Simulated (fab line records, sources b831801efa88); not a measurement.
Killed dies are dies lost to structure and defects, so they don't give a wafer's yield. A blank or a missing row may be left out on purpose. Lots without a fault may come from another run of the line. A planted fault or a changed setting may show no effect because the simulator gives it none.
Chamber matching | flow gf180mcu | GF_STI_CVD_23 on hdpcvd-02: 3 sister chambers
The step deposits SiO2, target thk 650 nm, time 108.3 s. 18 wafers are shown with their chamber, then 9 later ones without.

WAFERS WITH THEIR CHAMBER
wafer  | chamber | pressure_mtorr (mTorr)
L841.2 | 0       | 6.004
L841.3 | 1       | 5.995
L841.5 | 0       | 6.008
L847.3 | 0       | 6.004
L847.4 | 2       | 6.003
L847.6 | 1       | 5.977
L850.1 | 2       | 6.003
L850.4 | 1       | 5.996
L850.6 | 2       | 6.007
L851.3 | 2       | 5.980
L851.4 | 0       | 5.996
L851.5 | 2       | 5.987
L852.2 | 2       | 5.999
L852.3 | 1       | 6.013
L852.5 | 0       | 6.000
L855.2 | 2       | 6.003
L855.4 | 2       | 5.993
L855.5 | 0       | 5.987

SIGNATURES (means of the wafers above)
reading        | chamber 0 | chamber 1 | chamber 2 | scatter within a chamber
pressure_mtorr | 5.99983   | 5.99525   | 5.99688   | 0.0102
Rule: a wafer's distance from a chamber is the root of the sum, over the readings, of the square of ((its reading less the chamber's mean) divided by the reading's scatter). The wafer belongs to the nearest chamber; if the next one is less than 2 further off, it can't be placed. The scatter: the root of (the sum of the squares of (reading less its chamber's mean) over the shown wafers, divided by (wafers less chambers)).

WAFERS WITHOUT THEIR CHAMBER
wafer  | pressure_mtorr (mTorr)
L856.2 | 5.990
L856.3 | 5.997
L856.5 | 5.975
L857.1 | 6.015
L857.2 | 6.016
L857.5 | 6.017
L862.2 | 6.012
L862.3 | 5.995
L862.6 | 6.006

WHICH CHAMBER EACH WENT THROUGH
wafer  | from the rows above          | in truth
L856.2 | can't be placed: 1 or 2 or 0 | 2
L856.3 | can't be placed: 2 or 1 or 0 | 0
L856.5 | can't be placed: 1 or 2 or 0 | 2
L857.1 | can't be placed: 0 or 2 or 1 | 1
L857.2 | can't be placed: 0 or 2 or 1 | 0
L857.5 | can't be placed: 0 or 2 or 1 | 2
L862.2 | can't be placed: 0 or 2 or 1 | 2
L862.3 | can't be placed: 1 or 2 or 0 | 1
L862.6 | can't be placed: 0 or 2 or 1 | 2
Placed correctly: 0 of 9. Can't be placed from these rows: 9 (the true chamber is among the candidates in 9). Placed wrongly: 0.
